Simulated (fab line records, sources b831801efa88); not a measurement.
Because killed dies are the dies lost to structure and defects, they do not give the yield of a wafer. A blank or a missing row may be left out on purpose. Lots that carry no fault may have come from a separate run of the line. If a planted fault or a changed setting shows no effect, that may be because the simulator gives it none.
fab line records :: flow gf180mcu :: part 2 of 2: steps 26 to 35 of 35
record
  lots=5
  wafers=15
  last-day=34
route steps=602 shown POLY_GATE@175 HV_LDD@176
lots with no fault: from the same line, run without faults
start-h: the number of hours between the record's first day and the start of the first shown wafer of the lot :: wait-h: how many hours have passed since the lot's step before this one :: " identical to the entry in the row above :: L1.1+2: a row that stands for several wafers :: - value missing, or start not given :: * or withheld: withheld :: < > ~ a bound
route shown NAME@n: NAME is a module with steps in the file, n the number in the route of the first one :: usual: mean and standard deviation over wafers with no fault :: same: alike in all rows :: chamber/n: place in a boat :: sites: the reading at each site :: _std_site: how widely they spread, as a standard deviation :: _edge_site: outer sites' mean less inner sites' :: radius-mm: for every site, how far away it sits from the centre of the wafer :: mask NAME#n: copy n :: behind: the last tool/chamber to shape the wafer :: hold: the reason the lot was held/the length of the hold in hours/how it ended :: device: which transistor (n, p or np) failed to switch :: end of line: the tests these same wafers got at the end of their route :: a step without rows: its recipe alone :: killed: the dies lost at the first sort to structure and to defects; this is not the yield of the wafer :: map: per-die view of a wafer (x killed, . not killed, _ where there is no die)
set.NAME: the setting as run; set.NAME@STEP: as run at that earlier step :: model.NAME: the simulator's own value behind a step, which no gauge read
lots at selected steps of the route; one table per step, one row per wafer
services: from which hour (start-h, from the record's first day; less than 0 if before it) a tool's chamber was out of use, for how many hours, and why
## steps
# step GF_HV_LDD_DEHYDRATE_24
# recipe
  temp-c=200
  time-s=60
# usual
  exhaust-pa=44.8/0.86
  resist-line-temp-C=22.99/0.11
lot.wafer: L079.1
tool: litho-track-01
chamber: 0
start-h: 281.34
wait-h: 8.3
exhaust-pa: 45.3
resist-line-temp-C: 22.97

lot.wafer: L079.2
tool: litho-track-01
chamber: 0
start-h: 281.34
wait-h: 8.3
exhaust-pa: 45.3
resist-line-temp-C: 22.91

lot.wafer: L079.3
tool: litho-track-01
chamber: 0
start-h: 281.34
wait-h: 8.3
exhaust-pa: 44.2
resist-line-temp-C: 23.05

lot.wafer: L085.2
tool: litho-track-04
chamber: 0
start-h: 336.20
wait-h: 9.9
exhaust-pa: 44.9
resist-line-temp-C: 22.91

lot.wafer: L085.3
tool: litho-track-04
chamber: 0
start-h: 336.20
wait-h: 9.9
exhaust-pa: 46.5
resist-line-temp-C: 23.04

lot.wafer: L085.6
tool: litho-track-04
chamber: 0
start-h: 336.20
wait-h: 9.9
exhaust-pa: 44.2
resist-line-temp-C: 22.98

lot.wafer: L089.4
tool: litho-track-01
chamber: 0
start-h: 362.41
wait-h: 10.5
exhaust-pa: 45.3
resist-line-temp-C: 22.93

lot.wafer: L089.5
tool: litho-track-01
chamber: 0
start-h: 362.41
wait-h: 10.5
exhaust-pa: 44.8
resist-line-temp-C: 22.78

lot.wafer: L089.6
tool: litho-track-01
chamber: 0
start-h: 362.41
wait-h: 10.5
exhaust-pa: 43.8
resist-line-temp-C: 22.76

lot.wafer: L096.1
tool: litho-track-02
chamber: 0
start-h: 416.05
wait-h: 11.4
exhaust-pa: 44.2
resist-line-temp-C: 23.04

lot.wafer: L096.3
tool: litho-track-02
chamber: 0
start-h: 416.05
wait-h: 11.4
exhaust-pa: 46.3
resist-line-temp-C: 22.85

lot.wafer: L096.4
tool: litho-track-02
chamber: 0
start-h: 416.05
wait-h: 11.4
exhaust-pa: 43.6
resist-line-temp-C: 23.18

lot.wafer: L097.2
tool: litho-track-04
chamber: 0
start-h: 426.60
wait-h: 11.5
exhaust-pa: 43.9
resist-line-temp-C: 23.00

lot.wafer: L097.4
tool: litho-track-04
chamber: 0
start-h: 426.60
wait-h: 11.5
exhaust-pa: 44.5
resist-line-temp-C: 23.01

lot.wafer: L097.6
tool: litho-track-04
chamber: 0
start-h: 426.60
wait-h: 11.5
exhaust-pa: 44.1
resist-line-temp-C: 22.94
# step GF_HV_LDD_HMDS_25
# recipe
  prime-time-s=60
  prime-temp-c=120
# usual
  exhaust-pa=45.0/1
  resist-line-temp-C=22.99/0.11
lot.wafer: L079.1
tool: litho-track-01
chamber: 0
start-h: 281.49
wait-h: 0.1
exhaust-pa: 45.0
resist-line-temp-C: 22.82

lot.wafer: L079.2
tool: litho-track-01
chamber: 0
start-h: 281.49
wait-h: 0.1
exhaust-pa: 45.7
resist-line-temp-C: 22.99

lot.wafer: L079.3
tool: litho-track-01
chamber: 0
start-h: 281.49
wait-h: 0.1
exhaust-pa: 46.7
resist-line-temp-C: 22.92

lot.wafer: L085.2
tool: litho-track-04
chamber: 0
start-h: 336.35
wait-h: 0.1
exhaust-pa: 44.3
resist-line-temp-C: 23.03

lot.wafer: L085.3
tool: litho-track-04
chamber: 0
start-h: 336.35
wait-h: 0.1
exhaust-pa: 44.8
resist-line-temp-C: 23.09

lot.wafer: L085.6
tool: litho-track-04
chamber: 0
start-h: 336.35
wait-h: 0.1
exhaust-pa: 45.1
resist-line-temp-C: 22.90

lot.wafer: L089.4
tool: litho-track-01
chamber: 0
start-h: 362.56
wait-h: 0.1
exhaust-pa: 45.2
resist-line-temp-C: 22.88

lot.wafer: L089.5
tool: litho-track-01
chamber: 0
start-h: 362.56
wait-h: 0.1
exhaust-pa: 45.3
resist-line-temp-C: 22.70

lot.wafer: L089.6
tool: litho-track-01
chamber: 0
start-h: 362.56
wait-h: 0.1
exhaust-pa: 44.1
resist-line-temp-C: 22.85

lot.wafer: L096.1
tool: litho-track-02
chamber: 0
start-h: 416.20
wait-h: 0.1
exhaust-pa: 44.6
resist-line-temp-C: 22.83

lot.wafer: L096.3
tool: litho-track-02
chamber: 0
start-h: 416.20
wait-h: 0.1
exhaust-pa: 45.5
resist-line-temp-C: 22.85

lot.wafer: L096.4
tool: litho-track-02
chamber: 0
start-h: 416.20
wait-h: 0.1
exhaust-pa: 45.5
resist-line-temp-C: 22.90

lot.wafer: L097.2
tool: litho-track-04
chamber: 0
start-h: 426.75
wait-h: 0.1
exhaust-pa: 44.2
resist-line-temp-C: 22.96

lot.wafer: L097.4
tool: litho-track-04
chamber: 0
start-h: 426.75
wait-h: 0.1
exhaust-pa: 45.1
resist-line-temp-C: 22.91

lot.wafer: L097.6
tool: litho-track-04
chamber: 0
start-h: 426.75
wait-h: 0.1
exhaust-pa: 45.6
resist-line-temp-C: 22.94
# step GF_HV_LDD_COAT_26
# recipe
  resist=NOVOLAK
  spin-rpm=3000
  resist-thk-nm=1000
# usual
  exhaust-pa=44.8/0.84
  resist-line-temp-C=22.99/0.11
lot.wafer: L079.1
tool: litho-track-01
chamber: 0
start-h: 281.64
wait-h: 0.1
exhaust-pa: 44.4
resist-line-temp-C: 22.92

lot.wafer: L079.2
tool: litho-track-01
chamber: 0
start-h: 281.64
wait-h: 0.1
exhaust-pa: 44.9
resist-line-temp-C: 23.08

lot.wafer: L079.3
tool: litho-track-01
chamber: 0
start-h: 281.64
wait-h: 0.1
exhaust-pa: 44.7
resist-line-temp-C: 22.94

lot.wafer: L085.2
tool: litho-track-04
chamber: 0
start-h: 336.50
wait-h: 0.1
exhaust-pa: 44.6
resist-line-temp-C: 23.01

lot.wafer: L085.3
tool: litho-track-04
chamber: 0
start-h: 336.50
wait-h: 0.1
exhaust-pa: 44.3
resist-line-temp-C: 23.06

lot.wafer: L085.6
tool: litho-track-04
chamber: 0
start-h: 336.50
wait-h: 0.1
exhaust-pa: 43.8
resist-line-temp-C: 23.01

lot.wafer: L089.4
tool: litho-track-01
chamber: 0
start-h: 362.71
wait-h: 0.1
exhaust-pa: 45.2
resist-line-temp-C: 23.05

lot.wafer: L089.5
tool: litho-track-01
chamber: 0
start-h: 362.71
wait-h: 0.1
exhaust-pa: 44.8
resist-line-temp-C: 23.03

lot.wafer: L089.6
tool: litho-track-01
chamber: 0
start-h: 362.71
wait-h: 0.1
exhaust-pa: 46.3
resist-line-temp-C: 22.93

lot.wafer: L096.1
tool: litho-track-02
chamber: 0
start-h: 416.35
wait-h: 0.1
exhaust-pa: 45.1
resist-line-temp-C: 22.98

lot.wafer: L096.3
tool: litho-track-02
chamber: 0
start-h: 416.35
wait-h: 0.1
exhaust-pa: 44.2
resist-line-temp-C: 22.99

lot.wafer: L096.4
tool: litho-track-02
chamber: 0
start-h: 416.35
wait-h: 0.1
exhaust-pa: 45.4
resist-line-temp-C: 23.19

lot.wafer: L097.2
tool: litho-track-04
chamber: 0
start-h: 426.90
wait-h: 0.1
exhaust-pa: 45.3
resist-line-temp-C: 22.89

lot.wafer: L097.4
tool: litho-track-04
chamber: 0
start-h: 426.90
wait-h: 0.1
exhaust-pa: 45.4
resist-line-temp-C: 22.93

lot.wafer: L097.6
tool: litho-track-04
chamber: 0
start-h: 426.90
wait-h: 0.1
exhaust-pa: 45.3
resist-line-temp-C: 23.07
# step GF_HV_LDD_SOFTBAKE_27
# recipe
  temp-c=90
  time-s=60
  resist=NOVOLAK
# usual
  exhaust-pa=45.2/0.94
  resist-line-temp-C=23.01/0.11
lot.wafer: L079.1
tool: litho-track-01
chamber: 0
start-h: 281.79
wait-h: 0.1
exhaust-pa: 44.3
resist-line-temp-C: 23.10

lot.wafer: L079.2
tool: litho-track-01
chamber: 0
start-h: 281.79
wait-h: 0.1
exhaust-pa: 45.0
resist-line-temp-C: 22.99

lot.wafer: L079.3
tool: litho-track-01
chamber: 0
start-h: 281.79
wait-h: 0.1
exhaust-pa: 45.0
resist-line-temp-C: 23.06

lot.wafer: L085.2
tool: litho-track-04
chamber: 0
start-h: 336.65
wait-h: 0.1
exhaust-pa: 45.4
resist-line-temp-C: 23.07

lot.wafer: L085.3
tool: litho-track-04
chamber: 0
start-h: 336.65
wait-h: 0.1
exhaust-pa: 45.9
resist-line-temp-C: 23.05

lot.wafer: L085.6
tool: litho-track-04
chamber: 0
start-h: 336.65
wait-h: 0.1
exhaust-pa: 45.2
resist-line-temp-C: 23.06

lot.wafer: L089.4
tool: litho-track-01
chamber: 0
start-h: 362.86
wait-h: 0.1
exhaust-pa: 45.3
resist-line-temp-C: 22.79

lot.wafer: L089.5
tool: litho-track-01
chamber: 0
start-h: 362.86
wait-h: 0.1
exhaust-pa: 45.5
resist-line-temp-C: 22.87

lot.wafer: L089.6
tool: litho-track-01
chamber: 0
start-h: 362.86
wait-h: 0.1
exhaust-pa: 44.5
resist-line-temp-C: 22.76

lot.wafer: L096.1
tool: litho-track-02
chamber: 0
start-h: 416.50
wait-h: 0.1
exhaust-pa: 45.5
resist-line-temp-C: 23.09

lot.wafer: L096.3
tool: litho-track-02
chamber: 0
start-h: 416.50
wait-h: 0.1
exhaust-pa: 48.1
resist-line-temp-C: 22.94

lot.wafer: L096.4
tool: litho-track-02
chamber: 0
start-h: 416.50
wait-h: 0.1
exhaust-pa: 45.8
resist-line-temp-C: 22.89

lot.wafer: L097.2
tool: litho-track-04
chamber: 0
start-h: 427.05
wait-h: 0.1
exhaust-pa: 44.3
resist-line-temp-C: 22.90

lot.wafer: L097.4
tool: litho-track-04
chamber: 0
start-h: 427.05
wait-h: 0.1
exhaust-pa: 44.9
resist-line-temp-C: 23.04

lot.wafer: L097.6
tool: litho-track-04
chamber: 0
start-h: 427.05
wait-h: 0.1
exhaust-pa: 43.9
resist-line-temp-C: 22.93
# step GF_HV_LDD_EXPOSE_28
# recipe
  mask-id=Nplus_HV_AREA
  target-cd-nm=400
  na=0.6
  source-shape=conventional
  sigma-outer=0.6
  dose-mj=140
lot.wafer: L079.1+2+3
tool: iline-stepper-01
chamber: 0
start-h: -
wait-h: -
mask: Nplus_HV_AREA#0

lot.wafer: L085.2+3+6
tool: iline-stepper-01
chamber: 0
start-h: -
wait-h: -
mask: Nplus_HV_AREA#0

lot.wafer: L089.4+5+6
tool: iline-stepper-02
chamber: 0
start-h: -
wait-h: -
mask: Nplus_HV_AREA#0

lot.wafer: L096.1+3+4
tool: iline-stepper-02
chamber: 0
start-h: -
wait-h: -
mask: Nplus_HV_AREA#0

lot.wafer: L097.2+4+6
tool: iline-stepper-02
chamber: 0
start-h: -
wait-h: -
mask: Nplus_HV_AREA#0
# step GF_HV_LDD_PEB_29
# recipe
  temp-c=withheld
  time-s=*
  resist=NOVOLAK
# usual
  exhaust-pa=44.9/0.92
  resist-line-temp-C=*
lot.wafer: L079.1
tool: litho-track-04
chamber: 0
start-h: -
wait-h: -
exhaust-pa: 45.4
resist-line-temp-C: *

lot.wafer: L079.2
tool: litho-track-04
chamber: 0
start-h: -
wait-h: -
exhaust-pa: 43.9
resist-line-temp-C: *

lot.wafer: L079.3
tool: litho-track-04
chamber: 0
start-h: -
wait-h: -
exhaust-pa: 44.0
resist-line-temp-C: *

lot.wafer: L085.2
tool: litho-track-04
chamber: 0
start-h: -
wait-h: -
exhaust-pa: 45.2
resist-line-temp-C: *

lot.wafer: L085.3
tool: litho-track-04
chamber: 0
start-h: -
wait-h: -
exhaust-pa: 45.0
resist-line-temp-C: *

lot.wafer: L085.6
tool: litho-track-04
chamber: 0
start-h: -
wait-h: -
exhaust-pa: 45.2
resist-line-temp-C: *

lot.wafer: L089.4
tool: litho-track-02
chamber: 0
start-h: -
wait-h: -
exhaust-pa: 46.2
resist-line-temp-C: *

lot.wafer: L089.5
tool: litho-track-02
chamber: 0
start-h: -
wait-h: -
exhaust-pa: 46.0
resist-line-temp-C: *

lot.wafer: L089.6
tool: litho-track-02
chamber: 0
start-h: -
wait-h: -
exhaust-pa: 45.0
resist-line-temp-C: *

lot.wafer: L096.1
tool: litho-track-04
chamber: 0
start-h: -
wait-h: -
exhaust-pa: 45.2
resist-line-temp-C: *

lot.wafer: L096.3
tool: litho-track-04
chamber: 0
start-h: -
wait-h: -
exhaust-pa: 45.9
resist-line-temp-C: *

lot.wafer: L096.4
tool: litho-track-04
chamber: 0
start-h: -
wait-h: -
exhaust-pa: 46.1
resist-line-temp-C: *

lot.wafer: L097.2
tool: litho-track-01
chamber: 0
start-h: -
wait-h: -
exhaust-pa: 44.2
resist-line-temp-C: *

lot.wafer: L097.4
tool: litho-track-01
chamber: 0
start-h: -
wait-h: -
exhaust-pa: 43.4
resist-line-temp-C: *

lot.wafer: L097.6
tool: litho-track-01
chamber: 0
start-h: -
wait-h: -
exhaust-pa: 42.5
resist-line-temp-C: *
# step GF_HV_LDD_DEVELOP_30
# recipe
  develop-time-s=60
  dev-temp-c=23
# usual
  exhaust-pa=45.0/0.93
  resist-line-temp-C=22.99/0.093
lot.wafer: L079.1
tool: litho-track-04
chamber: 0
start-h: 291.43
wait-h: 0.1
exhaust-pa: 44.3
resist-line-temp-C: 22.97

lot.wafer: L079.2
tool: litho-track-04
chamber: 0
start-h: 291.43
wait-h: 0.1
exhaust-pa: 45.5
resist-line-temp-C: 23.02

lot.wafer: L079.3
tool: litho-track-04
chamber: 0
start-h: 291.43
wait-h: 0.1
exhaust-pa: 45.2
resist-line-temp-C: 22.91

lot.wafer: L085.2
tool: litho-track-04
chamber: 0
start-h: 346.30
wait-h: 0.1
exhaust-pa: 46.6
resist-line-temp-C: 23.23

lot.wafer: L085.3
tool: litho-track-04
chamber: 0
start-h: 346.30
wait-h: 0.1
exhaust-pa: 46.7
resist-line-temp-C: 23.05

lot.wafer: L085.6
tool: litho-track-04
chamber: 0
start-h: 346.30
wait-h: 0.1
exhaust-pa: 44.9
resist-line-temp-C: 22.99

lot.wafer: L089.4
tool: litho-track-02
chamber: 0
start-h: 373.18
wait-h: 0.1
exhaust-pa: 45.7
resist-line-temp-C: 22.95

lot.wafer: L089.5
tool: litho-track-02
chamber: 0
start-h: 373.18
wait-h: 0.1
exhaust-pa: 44.1
resist-line-temp-C: 23.15

lot.wafer: L089.6
tool: litho-track-02
chamber: 0
start-h: 373.18
wait-h: 0.1
exhaust-pa: 43.5
resist-line-temp-C: 23.05

lot.wafer: L096.1
tool: litho-track-04
chamber: 0
start-h: 428.08
wait-h: 0.1
exhaust-pa: 45.7
resist-line-temp-C: 23.00

lot.wafer: L096.3
tool: litho-track-04
chamber: 0
start-h: 428.08
wait-h: 0.1
exhaust-pa: 45.4
resist-line-temp-C: 22.97

lot.wafer: L096.4
tool: litho-track-04
chamber: 0
start-h: 428.08
wait-h: 0.1
exhaust-pa: 45.5
resist-line-temp-C: 22.86

lot.wafer: L097.2
tool: litho-track-01
chamber: 0
start-h: 439.36
wait-h: 0.1
exhaust-pa: 44.3
resist-line-temp-C: 22.99

lot.wafer: L097.4
tool: litho-track-01
chamber: 0
start-h: 439.36
wait-h: 0.1
exhaust-pa: 45.0
resist-line-temp-C: 23.03

lot.wafer: L097.6
tool: litho-track-01
chamber: 0
start-h: 439.36
wait-h: 0.1
exhaust-pa: 45.3
resist-line-temp-C: 22.79
# step GF_HV_LDD_CD_MEAS_31
# recipe
  target-cd-nm=400
# usual
  cd-nm=399.7/2.4
lot.wafer: L079.1
tool: cd-sem-01
chamber: -
start-h: 291.58
wait-h: 0.1
cd-nm: 401.9

lot.wafer: L079.2
tool: cd-sem-01
chamber: -
start-h: 291.58
wait-h: 0.1
cd-nm: 399.6

lot.wafer: L079.3
tool: cd-sem-01
chamber: -
start-h: 291.58
wait-h: 0.1
cd-nm: 399.2

lot.wafer: L085.2
tool: cd-sem-01
chamber: -
start-h: 346.45
wait-h: 0.1
cd-nm: 400.8

lot.wafer: L085.3
tool: cd-sem-01
chamber: -
start-h: 346.45
wait-h: 0.1
cd-nm: 400.4

lot.wafer: L085.6
tool: cd-sem-01
chamber: -
start-h: 346.45
wait-h: 0.1
cd-nm: 400.6

lot.wafer: L089.4
tool: cd-sem-01
chamber: -
start-h: 373.31
wait-h: 0.1
cd-nm: 402.2

lot.wafer: L089.5
tool: cd-sem-01
chamber: -
start-h: 373.31
wait-h: 0.1
cd-nm: 399.8

lot.wafer: L089.6
tool: cd-sem-01
chamber: -
start-h: 373.31
wait-h: 0.1
cd-nm: 400.3

lot.wafer: L096.1
tool: cd-sem-02
chamber: -
start-h: 428.23
wait-h: 0.1
cd-nm: 403.4

lot.wafer: L096.3
tool: cd-sem-02
chamber: -
start-h: 428.23
wait-h: 0.1
cd-nm: 402.6

lot.wafer: L096.4
tool: cd-sem-02
chamber: -
start-h: 428.23
wait-h: 0.1
cd-nm: 404.5

lot.wafer: L097.2
tool: cd-sem-01
chamber: -
start-h: 439.51
wait-h: 0.1
cd-nm: 398.3

lot.wafer: L097.4
tool: cd-sem-01
chamber: -
start-h: 439.51
wait-h: 0.1
cd-nm: 397.3

lot.wafer: L097.6
tool: cd-sem-01
chamber: -
start-h: 439.51
wait-h: 0.1
cd-nm: 399.9
# step GF_HV_LDD_OVL_MEAS_32
# usual
  HV_LDD_02_OVL=0.1/1.5
lot.wafer: L079.1
tool: overlay-01
chamber: -
start-h: 291.70
wait-h: 0.1
HV_LDD_02_OVL[nm]: -0.1

lot.wafer: L079.2
tool: overlay-01
chamber: -
start-h: 291.70
wait-h: 0.1
HV_LDD_02_OVL[nm]: 1.5

lot.wafer: L079.3
tool: overlay-01
chamber: -
start-h: 291.70
wait-h: 0.1
HV_LDD_02_OVL[nm]: 0.8

lot.wafer: L085.2
tool: overlay-02
chamber: -
start-h: 346.55
wait-h: 0.1
HV_LDD_02_OVL[nm]: -2.8

lot.wafer: L085.3
tool: overlay-02
chamber: -
start-h: 346.55
wait-h: 0.1
HV_LDD_02_OVL[nm]: -1.0

lot.wafer: L085.6
tool: overlay-02
chamber: -
start-h: 346.55
wait-h: 0.1
HV_LDD_02_OVL[nm]: -2.6

lot.wafer: L089.4
tool: overlay-01
chamber: -
start-h: 373.39
wait-h: 0.1
HV_LDD_02_OVL[nm]: 1.1

lot.wafer: L089.5
tool: overlay-01
chamber: -
start-h: 373.39
wait-h: 0.1
HV_LDD_02_OVL[nm]: -1.3

lot.wafer: L089.6
tool: overlay-01
chamber: -
start-h: 373.39
wait-h: 0.1
HV_LDD_02_OVL[nm]: 3.3

lot.wafer: L096.1
tool: overlay-02
chamber: -
start-h: 428.35
wait-h: 0.1
HV_LDD_02_OVL[nm]: -0.6

lot.wafer: L096.3
tool: overlay-02
chamber: -
start-h: 428.35
wait-h: 0.1
HV_LDD_02_OVL[nm]: -0.4

lot.wafer: L096.4
tool: overlay-02
chamber: -
start-h: 428.35
wait-h: 0.1
HV_LDD_02_OVL[nm]: 0.3

lot.wafer: L097.2
tool: overlay-02
chamber: -
start-h: 439.61
wait-h: 0.1
HV_LDD_02_OVL[nm]: -2.4

lot.wafer: L097.4
tool: overlay-02
chamber: -
start-h: 439.61
wait-h: 0.1
HV_LDD_02_OVL[nm]: -1.3

lot.wafer: L097.6
tool: overlay-02
chamber: -
start-h: 439.61
wait-h: 0.1
HV_LDD_02_OVL[nm]: -0.7
# step GF_HV_LDD_IMPLANT_33
# recipe
  species=P
  energy-kev=60
  dose-cm2=7.5e+12
  tilt-deg=30
  rotation-deg=0
lot.wafer: L079.1+2+3
tool: implanter-03
chamber: 0
start-h: 291.73
wait-h: 0.0

lot.wafer: L085.2+3+6
tool: implanter-01
chamber: 0
start-h: 346.61
wait-h: 0.0

lot.wafer: L089.4+5+6
tool: implanter-01
chamber: 0
start-h: 373.49
wait-h: 0.1

lot.wafer: L096.1+3+4
tool: implanter-01
chamber: 0
start-h: 428.38
wait-h: 0.0

lot.wafer: L097.2+4+6
tool: implanter-02
chamber: 0
start-h: 439.67
wait-h: 0.0
## services
tool: implanter-01
chamber: -
start-h: 220.17
hours: 7.6
kind: repair

tool: implanter-01
chamber: -
start-h: 227.81
hours: 6.0
kind: pm

tool: iline-stepper-01
chamber: -
start-h: 257.68
hours: 0.7
kind: repair

tool: implanter-03
chamber: -
start-h: 262.94
hours: 2.5
kind: repair

tool: implanter-02
chamber: -
start-h: 267.27
hours: 3.3
kind: pm

tool: implanter-01
chamber: -
start-h: 267.51
hours: 4.1
kind: repair

tool: implanter-02
chamber: -
start-h: 286.32
hours: 2.4
kind: repair

tool: iline-stepper-02
chamber: 0
start-h: 287.11
hours: -
kind: calibration

tool: implanter-01
chamber: -
start-h: 299.85
hours: 2.2
kind: repair

tool: plasma-asher-02
chamber: -
start-h: 321.17
hours: 4.5
kind: repair

tool: iline-stepper-02
chamber: -
start-h: 324.20
hours: 1.7
kind: pm

tool: implanter-01
chamber: -
start-h: 359.46
hours: 0.6
kind: repair

tool: plasma-asher-01
chamber: -
start-h: 378.13
hours: 2.8
kind: pm

tool: implanter-01
chamber: -
start-h: 385.20
hours: 2.6
kind: repair

tool: iline-stepper-02
chamber: -
start-h: 401.13
hours: 7.6
kind: repair

tool: iline-stepper-02
chamber: -
start-h: 408.20
hours: 2.9
kind: repair

tool: iline-stepper-01
chamber: 0
start-h: 416.69
hours: -
kind: calibration

tool: plasma-asher-01
chamber: -
start-h: 421.29
hours: 9.0
kind: pm

tool: plasma-asher-01
chamber: 0
start-h: 421.29
hours: 9.0
kind: vent-cycle

tool: plasma-asher-01
chamber: 1
start-h: 421.29
hours: 9.0
kind: vent-cycle

tool: plasma-asher-01
chamber: 0
start-h: 430.29
hours: -
kind: clean

tool: plasma-asher-01
chamber: 1
start-h: 430.29
hours: -
kind: clean

tool: plasma-asher-02
chamber: -
start-h: 431.01
hours: 1.9
kind: repair

tool: iline-stepper-01
chamber: -
start-h: 431.57
hours: 1.7
kind: pm
